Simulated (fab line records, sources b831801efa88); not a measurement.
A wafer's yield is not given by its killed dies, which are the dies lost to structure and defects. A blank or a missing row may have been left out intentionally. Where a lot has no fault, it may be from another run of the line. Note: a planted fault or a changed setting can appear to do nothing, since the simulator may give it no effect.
fab line records    flow sky130
[record] lots = 11  wafers = 33  last_day = 50
route steps=708 shown METAL5@665 PAD_OPEN@706
lots with no fault: from the same line, run without faults
start_h: the number of hours between the record's first day and the start of the first shown wafer of the lot    wait_h: time in hours since the lot's previous step    " repeats the value in the row above    L1.1+2: a single row standing in for several wafers    - no value present, or no start provided    * or withheld: withheld    < > ~ a bound
route shown NAME@n: NAME is a module with steps in the file, n the number in the route of the first one    usual: average and standard deviation across the fault-free wafers    same: alike in all rows    chamber/n: place in a boat    sites: the reading at each site    _std_site: how widely they spread, as a standard deviation    _edge_site: mean of outer sites minus mean of inner sites    radius_mm: how far each site lies from the wafer's centre    mask NAME#n: copy n    behind: the last tool/chamber to shape the wafer    hold: the reason the lot was held/the length of the hold in hours/how it ended    device: whichever transistor did not switch (one of n, p or np)    end of line: the route-end tests of the same wafers    a step with no rows: only its recipe    killed: dies lost to structure and defects at the first sort, not the wafer's yield    map: per-die view of a wafer (x killed, . not killed, _ where there is no die)
set.NAME: setting as actually run; set.NAME@STEP: the setting as run at that earlier step    model.NAME: the simulator's own value behind a step, which no gauge read
the route's steps for a sample of lots (tables are steps, rows are wafers)
services: when a tool's chamber went out of use (start_h, in hours from the record's first day, below 0 if earlier), for how many hours, and the reason
[[steps]]
[step SKY_METAL5_SPUTTER_04]
[recipe] material = TiN  target_thk_nm = 70  power_w = 6500  time_s = 58.3  chamber_pressure_pa = 0.4
[usual] throttle_valve_pct = 30.0/1.3
lot.wafer  tool            chamber  start_h  wait_h  throttle_valve_pct
L494.2     pvd_sputter-03  -        1029.13  0.0     27.3
L494.3     "               -        "        "       31.4
L494.5     "               -        "        "       29.2
L495.1     pvd_sputter-02  -        1033.89  0.0     30.1
L495.4     "               -        "        "       29.5
L495.6     "               -        "        "       28.0
L496.2     pvd_sputter-01  -        1040.57  0.0     30.4
L496.4     "               -        "        "       30.6
L496.6     "               -        "        "       30.1
L497.3     pvd_sputter-01  -        1052.10  0.0     31.0
L497.4     "               -        "        "       31.0
L497.5     "               -        "        "       31.2
L498.1     pvd_sputter-03  -        1055.32  0.0     27.3
L498.2     "               -        "        "       29.5
L498.3     "               -        "        "       31.5
L499.1     pvd_sputter-03  -        1063.85  0.0     30.1
L499.3     "               -        "        "       31.6
L499.5     "               -        "        "       30.3
L503.1     pvd_sputter-02  -        1082.84  0.0     31.6
L503.2     "               -        "        "       29.7
L503.5     "               -        "        "       30.1
L507.2     pvd_sputter-01  -        1101.68  0.0     30.7
L507.3     "               -        "        "       31.1
L507.5     "               -        "        "       30.9
L509.2     pvd_sputter-01  -        1116.37  0.0     31.0
L509.4     "               -        "        "       30.4
L509.6     "               -        "        "       30.8
L511.1     pvd_sputter-02  -        1130.64  0.0     28.1
L511.3     "               -        "        "       31.3
L511.5     "               -        "        "       29.6
L513.2     pvd_sputter-01  -        1140.27  0.0     30.8
L513.3     "               -        "        "       30.4
L513.4     "               -        "        "       31.0
[step SKY_METAL5_RS_MEAS_05]
[recipe] thk_meas_gauge = four-point-probe  reads = TiN_of_METAL5_SPUTTER_04+Ti_of_METAL5_SPUTTER_03+AlCu_of_METAL5_SPUTTER_02+TiN_of_METAL5_SPUTTER_01+Ti_of_METAL5_SPUTTER_00
[usual] METAL5_ALCU_RS = 0.0272/0.00035
lot.wafer  tool           chamber  start_h  wait_h  METAL5_ALCU_RS[ohm/sq]
L494.2     film_metro-03  -        1029.20  0.0     0.0272
L494.3     "              -        "        "       0.0271
L494.5     "              -        "        "       0.0273
L495.1     film_metro-01  -        1033.94  0.0     0.0265
L495.4     "              -        "        "       0.0271
L495.6     "              -        "        "       0.0268
L496.2     film_metro-01  -        1040.64  0.0     0.0276
L496.4     "              -        "        "       0.0279
L496.6     "              -        "        "       0.0274
L497.3     film_metro-02  -        1052.19  0.1     0.0274
L497.4     "              -        "        "       0.0275
L497.5     "              -        "        "       0.0276
L498.1     film_metro-02  -        1055.37  0.0     0.0271
L498.2     "              -        "        "       0.0271
L498.3     "              -        "        "       0.0272
L499.1     film_metro-03  -        1063.90  0.0     0.0271
L499.3     "              -        "        "       0.0271
L499.5     "              -        "        "       0.0273
L503.1     film_metro-02  -        1082.89  0.0     0.0276
L503.2     "              -        "        "       0.0277
L503.5     "              -        "        "       0.0270
L507.2     film_metro-01  -        1101.75  0.0     0.0273
L507.3     "              -        "        "       0.0275
L507.5     "              -        "        "       0.0274
L509.2     film_metro-02  -        1116.44  0.0     0.0278
L509.4     "              -        "        "       0.0278
L509.6     "              -        "        "       0.0277
L511.1     film_metro-03  -        1130.69  0.0     0.0271
L511.3     "              -        "        "       0.0272
L511.5     "              -        "        "       0.0274
L513.2     film_metro-03  -        1140.34  0.0     0.0271
L513.3     "              -        "        "       0.0266
L513.4     "              -        "        "       0.0272
[step SKY_METAL5_METAL_ETCH_15]
[recipe] target_depth_a = 12600  stop_on = SiO2  over_etch_frac = 0.2  time_s = 252  chemistry = Cl2/BCl3  resist_sidewall_deg = 86  pressure_mtorr = 10  icp_w = 873  bias_w = 48.5  Cl2_flow_sccm = 60  bcl3_flow_sccm = 30
[usual] drypump_motor_current_A = 5.4/0.32  oes_product_au = 0.894/0.0048  throttle_valve_pct = 22.265/0.0099
lot.wafer  tool          chamber  start_h  wait_h  drypump_motor_current_A  oes_product_au  rf_hours_counter_h  throttle_valve_pct
L494.2     rie_metal-04  1        1051.05  0.0     5.5                      0.895           16                  22.260
L494.3     "             0        "        "       5.7                      0.901           -                   22.256
L494.5     "             1        "        "       5.5                      0.891           -                   22.265
L495.1     rie_metal-03  1        1056.31  0.0     4.9                      0.893           14                  22.269
L495.4     "             0        "        "       5.6                      0.891           -                   22.266
L495.6     "             1        "        "       4.9                      0.892           -                   22.274
L496.2     rie_metal-03  1        1062.20  0.0     5.0                      0.905           14                  22.265
L496.4     "             0        "        "       5.6                      0.896           -                   22.245
L496.6     "             1        "        "       5.0                      0.900           -                   22.270
L497.3     rie_metal-04  0        1073.49  0.1     5.7                      0.897           -                   22.258
L497.4     "             1        "        "       5.5                      0.894           -                   22.259
L497.5     "             1        "        "       5.5                      0.896           -                   22.257
L498.1     rie_metal-04  1        1076.26  0.0     5.5                      0.889           18                  22.267
L498.2     "             0        "        "       5.7                      0.897           5                   22.262
L498.3     "             0        "        "       5.7                      0.900           -                   22.259
L499.1     rie_metal-03  1        1084.50  0.0     5.0                      0.900           16                  22.268
L499.3     "             0        "        "       5.6                      0.885           -                   22.263
L499.5     "             1        "        "       5.0                      0.894           -                   22.275
L503.1     rie_metal-02  1        1103.26  0.0     5.7                      0.895           17                  22.273
L503.2     "             0        "        "       5.1                      0.890           15                  22.270
L503.5     "             0        "        "       5.0                      0.893           -                   22.272
L507.2     rie_metal-04  0        1121.72  0.1     5.7                      0.895           -                   22.244
L507.3     "             0        "        "       5.7                      0.899           -                   22.262
L507.5     "             0        "        "       5.7                      0.891           -                   22.256
L509.2     rie_metal-02  0        1136.15  0.0     5.1                      0.891           18                  22.289
L509.4     "             1        "        "       5.8                      0.888           -                   22.260
L509.6     "             0        "        "       5.1                      0.889           -                   22.282
L511.1     rie_metal-04  1        1148.97  0.0     5.5                      0.890           21                  22.258
L511.3     "             0        "        "       5.7                      0.893           -                   22.263
L511.5     "             1        "        "       5.5                      0.887           -                   22.294
L513.2     rie_metal-03  1        1158.52  0.1     4.9                      0.892           -                   22.265
L513.3     "             1        "        "       5.0                      0.892           -                   22.282
L513.4     "             1        "        "       5.0                      0.890           -                   22.271
[step SKY_PAD_OPEN_ANNEAL_12]
[recipe] temp_c = 400  time_s = withheld  ambient = N2/H2  idle_temp_c = 300  ramp_up_c_per_min = 8  ramp_down_c_per_min = 4
[usual] ramp_down_c_per_min = 4.0000/0.00069  spike_tc_bottom_C = 429/3  spike_tc_centre_C = 401.4/1.4  spike_tc_lower_C = 400.8/1  spike_tc_top_C = 428.5/1.3  spike_tc_upper_C = 400.2/1.2  tube_center_temp_C = 400/0.036  tube_center_temp_C_max = 401.05/0.17
lot.wafer  tool        chamber  start_h  wait_h  ramp_down_c_per_min  spike_tc_bottom_C  spike_tc_centre_C  spike_tc_lower_C  spike_tc_top_C  spike_tc_upper_C  tube_center_temp_C  tube_center_temp_C_max
L494.2     furnace-01  0        1094.63  0.0     3.9994               426                401.1              402.0             427.9           399.9             400.03              401.22
L494.3     "           0        "        "       3.9995               427                401.0              399.0             427.2           399.8             400.01              400.87
L494.5     "           0        "        "       4.0014               426                403.7              399.5             427.5           401.7             399.99              401.51
L495.1     furnace-02  0        1099.74  0.0     4.0001               433                401.2              401.6             427.4           397.8             400.07              401.30
L495.4     "           0        "        "       4.0006               432                400.2              398.9             428.1           401.6             400.01              401.25
L495.6     "           0        "        "       4.0004               433                400.6              401.8             429.1           399.5             400.06              400.74
L496.2     furnace-01  0        1105.35  0.0     4.0006               429                403.7              400.8             427.8           399.8             400.02              401.04
L496.4     "           0        "        "       4.0000               427                403.5              400.8             428.5           402.0             399.98              401.13
L496.6     "           0        "        "       3.9999               429                401.9              399.6             428.4           403.3             399.96              401.23
L497.3     furnace-02  0        1115.78  0.0     4.0005               435                400.2              400.7             429.1           398.1             400.04              401.16
L497.4     "           0        "        "       3.9992               433                399.7              403.2             428.0           399.4             399.95              400.79
L497.5     "           0        "        "       4.0005               431                400.1              401.0             428.9           396.6             399.96              400.97
L498.1     furnace-01  0        1118.98  0.0     3.9999               427                402.9              399.2             428.1           400.9             400.03              400.91
L498.2     "           0        "        "       4.0010               426                402.5              399.6             426.3           401.8             399.98              401.04
L498.3     "           0        "        "       3.9988               426                402.5              400.4             426.8           401.8             399.98              400.85
L499.1     furnace-02  0        1126.07  0.0     4.0003               454                421.6              421.4             449.3           419.4             421.57              422.38
L499.3     "           0        "        "       4.0003               453                421.3              422.4             452.6           419.5             421.55              422.55
L499.5     "           0        "        "       3.9999               453                422.3              422.5             451.4           422.4             421.61              422.67
L503.1     furnace-02  0        1143.35  0.0     4.0007               452                424.2              422.9             450.3           420.4             421.57              422.56
L503.2     "           0        "        "       3.9992               453                422.7              422.1             450.0           422.0             421.54              422.54
L503.5     "           0        "        "       4.0001               454                421.9              421.4             450.5           422.0             421.53              422.46
L507.2     furnace-01  0        1161.35  0.0     3.9992               426                400.4              402.0             430.3           401.6             400                 401.23
L507.3     "           0        "        "       4.0005               426                402.3              399.6             427.2           400.7             400                 401.08
L507.5     "           0        "        "       3.9993               425                402.2              401.0             427.7           400.8             400.03              401.19
L509.2     furnace-01  0        1173.51  0.0     4.0005               429                401.8              400.5             426.6           401.0             400                 401.23
L509.4     "           0        "        "       3.9998               426                401.6              401.0             428.4           402.6             400.01              401.06
L509.6     "           0        "        "       3.9996               427                402.1              401.7             427.8           400.1             400                 401.09
L511.1     furnace-01  0        1184.39  0.0     4.0008               428                402.4              401.5             428.2           400.9             400.01              400.81
L511.3     "           0        "        "       3.9999               426                403.5              400.9             428.6           402.2             399.99              401.15
L511.5     "           0        "        "       3.9997               426                402.2              400.8             428.4           401.5             400.03              401.40
L513.2     furnace-01  0        1193.16  0.0     4.0007               426                403.6              400.6             427.0           400.8             400                 400.89
L513.3     "           0        "        "       3.9996               424                402.9              400.0             429.4           400.8             399.91              401.03
L513.4     "           0        "        "       4.0011               426                400.2              401.1             426.3           401.0             400.01              400.88
[step SKY_PAD_OPEN_PROBE_99]
[usual] defect_limited_yield = 82.4/1.8  killed_at_M0_to_M3 = 44/7  killed_at_M4_up = 3.0/1.8  killed_at_contacts = 24/4.9  killed_at_front_end = 15/5  killed_at_other = 0.2/0.53  killed_dies = 87/8.7  killed_open = 48/6.8  killed_short = 39/5.7  sort_bin_3_pad_short = 0.9/0.42  sort_bin_5_function = 10.4/1.5  sort_bin_6_memory = 6.3/1.1  sort_n_pass = 405/8.7  sort_yield_pct = 82.4/1.8
[same] gross_dies = 492  killed_at_back_side = 0  sort_bin_4_leakage[%] = 0  sort_bin_8_speed[%] = 0
lot.wafer  tool       chamber  start_h  wait_h  defect_limited_yield[%]  killed_at_M0_to_M3  killed_at_M4_up  killed_at_contacts  killed_at_front_end  killed_at_other  killed_dies  killed_open  killed_short  sort_bin_3_pad_short[%]  sort_bin_5_function[%]  sort_bin_6_memory[%]  sort_n_pass  sort_yield_pct[%]
L497.3     prober-01  -        1117.50  0.2     84.6                     33                  4                23                  16                   0                76           47           29            0                        9.1                     6.3                   416          84.6
L497.4     prober-01  -        1117.55  0.2     82.3                     42                  1                35                  9                    0                87           48           39            1.0                      9.6                     7.1                   405          82.3
L497.5     prober-01  -        1117.60  0.2     82.9                     37                  4                30                  13                   0                84           45           39            1.0                      7.9                     8.1                   408          82.9
L498.1     prober-02  -        1120.60  0.1     80.3                     52                  2                27                  16                   0                97           51           46            0.4                      11.0                    8.3                   395          80.3
L498.2     prober-02  -        1120.65  0.1     82.5                     47                  4                16                  19                   0                86           52           34            0.4                      10.4                    6.7                   406          82.5
L498.3     prober-02  -        1120.70  0.2     81.5                     45                  1                20                  25                   0                91           44           47            1.4                      11.4                    5.7                   401          81.5
L499.1     prober-01  -        1127.69  0.1     82.3                     36                  1                26                  24                   0                87           47           40            1.0                      11.8                    4.9                   405          82.3
L499.3     prober-01  -        1127.79  0.2     83.7                     36                  2                23                  19                   0                80           40           40            0.4                      9.3                     6.5                   412          83.7
L499.5     prober-01  -        1127.89  0.2     82.3                     49                  1                24                  13                   0                87           47           40            0.8                      10.2                    6.7                   405          82.3
L503.1     prober-02  -        1144.97  0.1     82.9                     46                  1                25                  12                   0                84           45           39            0.8                      10.4                    5.9                   408          82.9
L503.2     prober-02  -        1145.02  0.1     86.4                     35                  4                18                  10                   0                67           33           34            0.6                      9.8                     3.3                   425          86.4
L503.5     prober-02  -        1145.17  0.2     82.3                     37                  3                27                  19                   1                87           52           35            1.2                      11.0                    5.5                   405          82.3
L509.2     prober-01  -        1175.18  0.1     81.7                     37                  4                32                  17                   0                90           48           42            1.0                      10.8                    6.5                   402          81.7
L509.4     prober-01  -        1175.28  0.2     79.9                     50                  5                23                  21                   0                99           53           46            0.4                      14.0                    5.7                   393          79.9
L509.6     prober-01  -        1175.38  0.2     81.3                     51                  5                25                  10                   1                92           50           42            1.4                      11.4                    5.9                   400          81.3
L513.2     prober-01  -        1194.83  0.1     82.3                     51                  2                24                  10                   0                87           42           45            0.6                      12.0                    5.1                   405          82.3
L513.3     prober-01  -        1194.88  0.2     82.9                     49                  4                21                  10                   0                84           40           44            0.2                      10.2                    6.7                   408          82.9
L513.4     prober-01  -        1194.93  0.2     79.9                     55                  10               23                  11                   0                99           53           46            1.4                      9.6                     9.1                   393          79.9
// killed by level:class
L497.3 LI_CONTACT:geometric_particle:open=10 LI_CONTACT:geometric_particle:short=6 VIA1:geometric_particle:open=6 FIELD_ISO:geometric_particle:open=5 POLY_GATE:geometric_particle:open=5 CONTACT:geometric_particle:open=5 VIA1:geometric_particle:short=5 VIA2:geometric_particle:open=5
L497.4 LI_CONTACT:geometric_particle:open=10 CONTACT:geometric_particle:open=10 VIA1:geometric_particle:open=10 CONTACT:geometric_particle:short=7 VIA2:geometric_particle:open=6 METAL1:geometric_particle:short=5 METAL2:geometric_particle:short=5 VIA1:geometric_particle:short=5
L497.5 CONTACT:geometric_particle:open=10 VIA1:geometric_particle:open=10 LI_CONTACT:geometric_particle:open=9 METAL2:geometric_particle:short=7 LI_CONTACT:geometric_particle:short=5 VIA1:geometric_particle:short=5 POLY_GATE:geometric_particle:open=4 METAL1:geometric_particle:short=4
L498.1 VIA1:geometric_particle:open=13 LI_CONTACT:geometric_particle:open=11 METAL1:geometric_particle:short=10 CONTACT:geometric_particle:open=7 LOCAL_INTERCONNECT:geometric_particle:short=6 VIA2:geometric_particle:open=5 METAL2:geometric_particle:short=5 METAL3:geometric_particle:short=5
L498.2 VIA1:geometric_particle:open=12 VIA3:geometric_particle:short=7 VIA2:geometric_particle:open=7 LI_CONTACT:geometric_particle:open=6 FIELD_ISO:geometric_particle:open=5 POLY_GATE:geometric_particle:open=5 METAL2:geometric_particle:short=5 VIA3:geometric_particle:open=5
L498.3 METAL1:geometric_particle:short=8 VIA1:geometric_particle:open=8 VIA3:geometric_particle:short=6 VIA3:geometric_particle:open=6 POLY_GATE:geometric_particle:short=5 CONTACT:geometric_particle:open=5 CONTACT:geometric_particle:short=5 METAL2:geometric_particle:short=5
L499.1 CONTACT:geometric_particle:open=11 VIA1:geometric_particle:open=9 METAL2:geometric_particle:short=8 POLY_GATE:geometric_particle:short=7 FIELD_ISO:geometric_particle:open=5 POLY_GATE:geometric_particle:open=5 LI_CONTACT:geometric_particle:open=5 VIA1:geometric_particle:short=5
L499.3 CONTACT:geometric_particle:short=8 POLY_GATE:geometric_particle:open=7 LI_CONTACT:geometric_particle:open=7 FIELD_ISO:geometric_particle:open=6 VIA1:geometric_particle:short=6 METAL2:geometric_particle:short=5 POLY_GATE:geometric_particle:short=4 VIA2:geometric_particle:open=4
L499.5 VIA1:geometric_particle:open=11 CONTACT:geometric_particle:open=7 VIA3:geometric_particle:open=7 VIA2:geometric_particle:open=7 FIELD_ISO:geometric_particle:short=6 CONTACT:geometric_particle:short=6 METAL2:geometric_particle:short=6 METAL2:geometric_particle:open=6
L503.1 VIA1:geometric_particle:open=10 CONTACT:geometric_particle:open=8 CONTACT:geometric_particle:short=7 VIA1:geometric_particle:short=7 VIA2:geometric_particle:open=7 LI_CONTACT:geometric_particle:open=5 VIA3:geometric_particle:open=5 POLY_GATE:geometric_particle:short=4
L503.2 VIA3:geometric_particle:open=8 VIA1:geometric_particle:open=5 LI_CONTACT:geometric_particle:open=5 CONTACT:geometric_particle:open=5 METAL1:geometric_particle:short=5 CONTACT:geometric_particle:short=4 METAL2:geometric_particle:short=4 VIA2:geometric_particle:open=4
L503.5 CONTACT:geometric_particle:open=13 VIA1:geometric_particle:open=7 VIA2:geometric_particle:open=7 METAL2:geometric_particle:short=6 LI_CONTACT:geometric_particle:short=5 CONTACT:geometric_particle:short=5 VIA3:geometric_particle:open=5 FIELD_ISO:geometric_particle:open=4
L509.2 VIA1:geometric_particle:open=10 LI_CONTACT:geometric_particle:open=9 CONTACT:geometric_particle:open=9 CONTACT:geometric_particle:short=8 METAL1:geometric_particle:short=7 VIA2:geometric_particle:open=5 LOCAL_INTERCONNECT:geometric_particle:short=5 FIELD_ISO:geometric_particle:short=4
L509.4 CONTACT:geometric_particle:open=11 VIA1:geometric_particle:open=9 VIA2:geometric_particle:open=9 VIA3:geometric_particle:open=7 FIELD_ISO:geometric_particle:short=6 POLY_GATE:geometric_particle:short=6 VIA3:geometric_particle:short=5 METAL3:geometric_particle:short=5
L509.6 VIA1:geometric_particle:short=11 CONTACT:geometric_particle:open=10 VIA1:geometric_particle:open=10 LI_CONTACT:geometric_particle:open=9 VIA2:geometric_particle:open=7 METAL2:geometric_particle:short=5 METAL4:geometric_particle:short=5 POLY_GATE:geometric_particle:open=4
L513.2 VIA1:geometric_particle:open=12 CONTACT:geometric_particle:open=11 METAL2:geometric_particle:short=8 METAL1:geometric_particle:short=6 LOCAL_INTERCONNECT:geometric_particle:short=6 METAL3:geometric_particle:short=6 VIA3:geometric_particle:open=6 VIA2:geometric_particle:open=5
L513.3 VIA1:geometric_particle:open=14 CONTACT:geometric_particle:open=6 VIA2:geometric_particle:short=6 CONTACT:geometric_particle:short=5 VIA2:geometric_particle:open=5 METAL3:geometric_particle:short=5 VIA3:geometric_particle:open=5 VIA1:geometric_particle:short=4
L513.4 VIA1:geometric_particle:open=16 VIA1:geometric_particle:short=9 CONTACT:geometric_particle:open=8 LI_CONTACT:geometric_particle:open=6 METAL2:geometric_particle:short=6 POLY_GATE:geometric_particle:short=5 VIA2:geometric_particle:open=5 METAL4:geometric_particle:short=5
[[services]]
tool            chamber  start_h  hours  kind
rie_metal-04    -        1011.08  28.1   pm
rie_metal-03    0        1035.58  1.6    repair
furnace-01      -        1044.63  3.6    pm
rie_metal-03    -        1047.75  0.3    repair
rie_metal-02    1        1067.50  5.1    repair
furnace-01      -        1088.49  4.2    pm
rie_metal-03    -        1097.80  0.1    repair
rie_metal-04    -        1098.79  15.6   pm
furnace-02      -        1104.06  1.1    repair
rie_metal-04    1        1114.56  15.5   repair
pvd_sputter-02  -        1114.82  9.0    repair
rie_metal-02    -        1123.06  2.8    pm
pvd_sputter-01  -        1129.68  1.3    repair
furnace-01      -        1131.09  3.4    pm
pvd_sputter-03  -        1133.18  1.0    repair
furnace-02      -        1134.50  3.9    pm
pvd_sputter-03  -        1140.63  21.2   repair
pvd_sputter-01  -        1145.62  0.7    repair
rie_metal-03    0        1147.03  13.5   repair
rie_metal-04    0        1150.20  3.6    repair
rie_metal-04    0        1168.01  21.3   repair
rie_metal-04    -        1169.22  2.8    pm
furnace-02      -        1174.23  3.8    pm
pvd_sputter-01  -        1189.29  2.4    repair
[[key]]
[first_sign] step = SKY_PAD_OPEN_ANNEAL_12  reading = tube_center_temp_C  direction = up  sigmas = 99+  usual = *  struck = *
[effect] step = SKY_PAD_OPEN_ANNEAL_12  reading = tube_center_temp_C_max  direction = up  sigmas = 99+  usual = *  struck = *
met_at SKY_PAD_OPEN_ANNEAL_12
struck_lots L499,L503
not_acting_at SKY_METAL5_SPUTTER_04,SKY_METAL5_RS_MEAS_05,SKY_METAL5_METAL_ETCH_15
onset_between 1115.78 1126.07
[fault] kind = process_parameter_drift  tool = furnace-02  chamber = -  onset_h = 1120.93  steps = SKY_PAD_OPEN_ANNEAL_12  channel = temp_c  offset = *  shape = step  end_h = 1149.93  acts_in = *  stated = *
